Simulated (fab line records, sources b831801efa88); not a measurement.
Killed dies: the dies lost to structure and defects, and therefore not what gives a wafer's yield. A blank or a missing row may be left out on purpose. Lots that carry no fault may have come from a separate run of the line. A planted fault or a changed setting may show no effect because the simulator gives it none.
Matching of chambers + flow gf180mcu + GF_V4_CMP_26 on cmp-02 has 4 sister chambers
The step polishes, stops on SiO2, t overpolish 15 s, target thk 0 nm. 8 wafers are shown with their chamber, then 11 later ones without.

WAFERS WITH THEIR CHAMBER
| wafer  | chamber | motorCurrentA (A) | timeToEndpointS (s) |
|--------|---------|-------------------|---------------------|
| L082.2 | 3       | 10.2              | 86                  |
| L082.6 | 3       | 10.0              | 87                  |
| L085.5 | 0       | 9.9               | 87                  |
| L087.3 | 0       | 10.1              | 86                  |
| L087.5 | 1       | 10.1              | 86                  |
| L088.1 | 1       | 10.7              | 87                  |
| L088.6 | 2       | 10.0              | 85                  |
| L092.1 | 2       | 10.3              | 77                  |

WAFERS WITHOUT THEIR CHAMBER
| wafer  | motorCurrentA (A) | timeToEndpointS (s) |
|--------|-------------------|---------------------|
| L092.2 | 10.0              | 84                  |
| L092.4 | 10.2              | 81                  |
| L093.3 | 10.3              | 79                  |
| L093.4 | 10.3              | 83                  |
| L093.5 | 10.4              | 79                  |
| L095.2 | 9.8               | 82                  |
| L095.4 | 10.4              | 83                  |
| L095.6 | 10.6              | 81                  |
| L097.2 | 10.4              | 77                  |
| L097.4 | 9.6               | 83                  |
| L097.5 | 10.1              | 86                  |

WHICH CHAMBER EACH WENT THROUGH
| wafer  | from the rows above               | in truth |
|--------|-----------------------------------|----------|
| L092.2 | can't be placed: 0 or 3 or 2 or 1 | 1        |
| L092.4 | can't be placed: 2 or 3 or 0 or 1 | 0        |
| L093.3 | can't be placed: 2 or 1 or 3 or 0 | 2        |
| L093.4 | can't be placed: 2 or 1 or 3 or 0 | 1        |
| L093.5 | can't be placed: 2 or 1 or 3 or 0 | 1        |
| L095.2 | can't be placed: 2 or 0 or 3 or 1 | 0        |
| L095.4 | can't be placed: 2 or 1 or 3 or 0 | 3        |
| L095.6 | can't be placed: 2 or 1 or 3 or 0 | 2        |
| L097.2 | can't be placed: 2 or 1 or 3 or 0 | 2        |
| L097.4 | can't be placed: 0 or 2 or 3 or 1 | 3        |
| L097.5 | can't be placed: 3 or 0 or 1 or 2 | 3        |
Correctly placed: 0 of 11. Can't be placed from these rows: 11 (the true chamber is among the candidates in 11). Number placed wrongly: 0.
How it was worked out, from the rows above alone: a wafer's distance from a chamber is the root of the sum, over the readings, of the square of ((its reading less the chamber's mean) divided by the reading's scatter). The wafer belongs to the nearest chamber; if the next one is less than 2 further off, it can't be placed. For every chamber, the mean is computed from those of its wafers that are shown. The scatter: the root of (the sum of the squares of (reading less its chamber's mean) over the shown wafers, divided by (wafers less chambers)).
